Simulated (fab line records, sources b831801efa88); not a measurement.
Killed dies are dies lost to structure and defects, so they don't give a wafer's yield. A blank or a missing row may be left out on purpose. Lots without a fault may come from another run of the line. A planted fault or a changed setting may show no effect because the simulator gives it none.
A struck lot beside a sound one | flow gf180mcu | 19 steps out of a route of 602
Sound: wafers L149.1, L149.2, L149.6. Struck: wafers L166.1, L166.2, L166.5. The cause comes at the end.
At each step with rows: each side's tool, then ch and its chambers, then its first start. Under that, the readings that differ: sound wafers | struck wafers | difference of the means | sigmas: that difference in standard deviations of wafers without a fault.
alike: readings whose means differ by less than 2 such deviations, and words and numbers that are the same on both sides. not compared: withheld readings, readings that some wafer has no value for, bounds like >300 that may hide the same value, and numbers for which the record gives no deviation and whose values overlap.
The two part at a step that has a row with sigmas, a row that says differs or no value, or rows on one side only. Numbers that don't overlap but have no deviation are shown without sigmas and don't part them. A reading that every wafer of one side lacks parts them only if that side has two wafers or more.

first, 3 steps without rows for these wafers: GF_MVPSD_EXPOSE_04 (exposes mask MVPSD, target cd 1000 nm); GF_MVPSD_PEB_05; GF_MVPSD_DEVELOP_06 (develop time 60 s).
GF_MVPSD_OVL_MEAS_07:
  sound on overlay-02, day 5 04:56; struck on overlay-01, day 9 13:55
  reading        | sound       | struck         | difference | sigmas
  MVPSD_OVL (nm) | 2.2 2.6 3.2 | -2.1 -1.2 -1.1 | -4.1       | -3
then, 2 steps without rows for these wafers: GF_MVPSD_IMPLANT_08; GF_MVPSD_IMPLANT_09.
GF_MVPSD_STRIP_10: strips in O2/N2.
  sound on plasma_asher-03 ch 0,1, day 5 05:16; struck on plasma_asher-01 ch 0,1, day 9 14:16
  alike: drypump_motor_current_A, heater_power_w, oes_product_au, strip_time_to_endpoint_s
  not compared: rf_hours_counter_h
GF_MVPSD_TW_MEAS_11:
  sound on film_metro-04, day 5 05:22; struck on film_metro-04, day 9 14:22
  alike: MVPSD_TW
then, 4 steps without rows for these wafers: GF_VT_IMPLANT_DEHYDRATE_00 (time 60 s); GF_VT_IMPLANT_HMDS_01 (prime time 60 s); GF_VT_IMPLANT_COAT_02 (resist thk 1000 nm); GF_VT_IMPLANT_SOFTBAKE_03 (time 60 s).
GF_VT_IMPLANT_EXPOSE_04: exposes mask LVPWELL LV AREA, target cd 600 nm.
  sound on iline_stepper-02 ch 0, day 5 12:40; struck on iline_stepper-01 ch 0, day 9 23:29
  reading | sound                                                 | struck                                          | difference | sigmas
  mask    | LVPWELL_LV_AREA#0 LVPWELL_LV_AREA#0 LVPWELL_LV_AREA#0 | Nwell_LV_AREA#0 Nwell_LV_AREA#0 Nwell_LV_AREA#0 | differs    |
then, 2 steps without rows for these wafers: GF_VT_IMPLANT_PEB_05; GF_VT_IMPLANT_DEVELOP_06 (develop time 60 s).
GF_VT_IMPLANT_OVL_MEAS_07:
  sound on overlay-02, day 5 19:29; struck on overlay-01, day 10 07:59
  reading             | sound       | struck | difference                    | sigmas
  VT_IMPLANT_OVL (nm) | 0.0 3.4 2.3 | - - -  | no value on the struck wafers |
then, 1 step without rows for these wafers: GF_VT_IMPLANT_IMPLANT_08.
GF_VT_IMPLANT_STRIP_09: strips in O2/N2.
  sound on plasma_asher-01 ch 0,1, day 5 19:40; struck on plasma_asher-03 ch 0,1, day 10 08:10
  alike: drypump_motor_current_A, heater_power_w, oes_product_au, strip_time_to_endpoint_s
  not compared: rf_hours_counter_h
GF_VT_IMPLANT_TW_MEAS_10:
  sound on film_metro-01, day 5 19:46; struck on film_metro-02, day 10 08:29
  reading       | sound       | struck   | difference | sigmas
  VT_IMPLANT_TW | 564 567 566 | 30 30 30 | -536       | -99 or more
  not compared: hold

WHERE THEY PART
First at GF_MVPSD_OVL_MEAS_07; last, within this record, at GF_VT_IMPLANT_TW_MEAS_10.

WHY: what the simulator had put in
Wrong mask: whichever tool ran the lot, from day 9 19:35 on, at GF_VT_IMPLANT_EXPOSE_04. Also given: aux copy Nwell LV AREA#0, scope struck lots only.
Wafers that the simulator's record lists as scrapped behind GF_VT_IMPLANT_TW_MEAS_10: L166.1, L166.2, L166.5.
